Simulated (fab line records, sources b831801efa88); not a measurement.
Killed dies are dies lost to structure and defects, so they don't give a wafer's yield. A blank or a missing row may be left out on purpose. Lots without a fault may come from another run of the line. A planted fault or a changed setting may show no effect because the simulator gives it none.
Chamber matching | flow gf180mcu | GF_V4_CVD_00 on hdpcvd-02: 3 sister chambers
The step deposits SiO2, target thk 600 nm, time 100 s. 14 wafers are shown with their chamber, then 7 later ones without.

WAFERS WITH THEIR CHAMBER
wafer  | chamber | sih4_flow_sccm (sccm)
L643.1 | 0       | 60.03
L643.2 | 2       | 60.13
L643.3 | 1       | 60.31
L652.1 | 1       | 59.87
L652.2 | 2       | 60.16
L652.4 | 0       | 60.17
L655.4 | 1       | 59.91
L655.5 | 2       | 60.12
L655.6 | 0       | 60.01
L658.4 | 2       | 60.33
L658.5 | 1       | 59.95
L658.6 | 0       | 60.15
L659.1 | 1       | 59.84
L659.4 | 2       | 59.63

SIGNATURES (means of the wafers above)
reading        | chamber 0 | chamber 1 | chamber 2 | scatter within a chamber
sih4_flow_sccm | 60.0900   | 59.9760   | 60.0740   | 0.2
Rule: a wafer's distance from a chamber is the root of the sum, over the readings, of the square of ((its reading less the chamber's mean) divided by the reading's scatter). The wafer belongs to the nearest chamber; if the next one is less than 2 further off, it can't be placed. The scatter: the root of (the sum of the squares of (reading less its chamber's mean) over the shown wafers, divided by (wafers less chambers)).

WAFERS WITHOUT THEIR CHAMBER
wafer  | sih4_flow_sccm (sccm)
L659.5 | 60.18
L661.4 | 60.06
L661.5 | 60.21
L661.6 | 59.98
L662.1 | 59.84
L662.5 | 60.10
L662.6 | 59.96

WHICH CHAMBER EACH WENT THROUGH
wafer  | from the rows above          | in truth
L659.5 | can't be placed: 0 or 2 or 1 | 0
L661.4 | can't be placed: 2 or 0 or 1 | 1
L661.5 | can't be placed: 0 or 2 or 1 | 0
L661.6 | can't be placed: 1 or 2 or 0 | 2
L662.1 | can't be placed: 1 or 2 or 0 | 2
L662.5 | can't be placed: 0 or 2 or 1 | 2
L662.6 | can't be placed: 1 or 2 or 0 | 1
Placed correctly: 0 of 7. Can't be placed from these rows: 7 (the true chamber is among the candidates in 7). Placed wrongly: 0.
